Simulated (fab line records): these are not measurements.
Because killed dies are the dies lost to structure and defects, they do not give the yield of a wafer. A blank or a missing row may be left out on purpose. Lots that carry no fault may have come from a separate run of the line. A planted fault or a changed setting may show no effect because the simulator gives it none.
The tool behind it: which one?	flow sky130	18 wafers from 6 lots sampled at 2 of the route's 708 steps

== WHAT EACH GAUGE READ, for each wafer ==
SKY_NWELL_TW_MEAS_15.
lot	measured	on	NWELL_TW
L178	day 5 00:09	film-metro-02	1809 1807 1810
L183	day 6 11:05	film-metro-01	1831 1824 1833
L185	day 6 20:55	film-metro-01	1817 1822 1821
L194	day 8 21:14	film-metro-02	1799 1813 1795
L196	day 9 11:23	film-metro-02	1818 1816 1818
L199	day 10 03:20	film-metro-03	1823 1815 1823

== WHICH TOOL RAN EACH LOT (tool, then ch and the chambers of the sampled wafers, then the start) ==
lot	SKY_PWDE_STRIP_09
L178	plasma-asher-02 ch 0,1, day 4 06:33
L183	plasma-asher-04 ch 0,1, day 5 15:35
L185	plasma-asher-01 ch 0,1, day 6 00:41
L194	plasma-asher-01 ch 0,1, day 8 00:14
L196	plasma-asher-04 ch 1, day 8 13:16
L199	plasma-asher-04 ch 0,1, day 9 04:35
- SKY_PWDE_STRIP_09: strips in O2/N2.

== THE ANSWER, worked out from the rows above alone ==
Rule: the usual values come from the lots themselves. The widest of any qualifying gaps counts: lots, ordered by their means at a reading, are off when they make up no more than a third of the lots, leave a main group of 4 or more, and stand apart from it by 3 or more times the standard deviation of that group's means. A main group whose means are all the same, to the digits that the tables above print for the reading, isn't used. A lot without any number at a reading at which 4 lots or more have one is off too. Any other lot the step has rows for is counted as sound.
No lot is off on any of the readings shown, so nothing can be concluded from this.

== WHAT HAD BEEN PUT IN BY THE SIMULATOR ==
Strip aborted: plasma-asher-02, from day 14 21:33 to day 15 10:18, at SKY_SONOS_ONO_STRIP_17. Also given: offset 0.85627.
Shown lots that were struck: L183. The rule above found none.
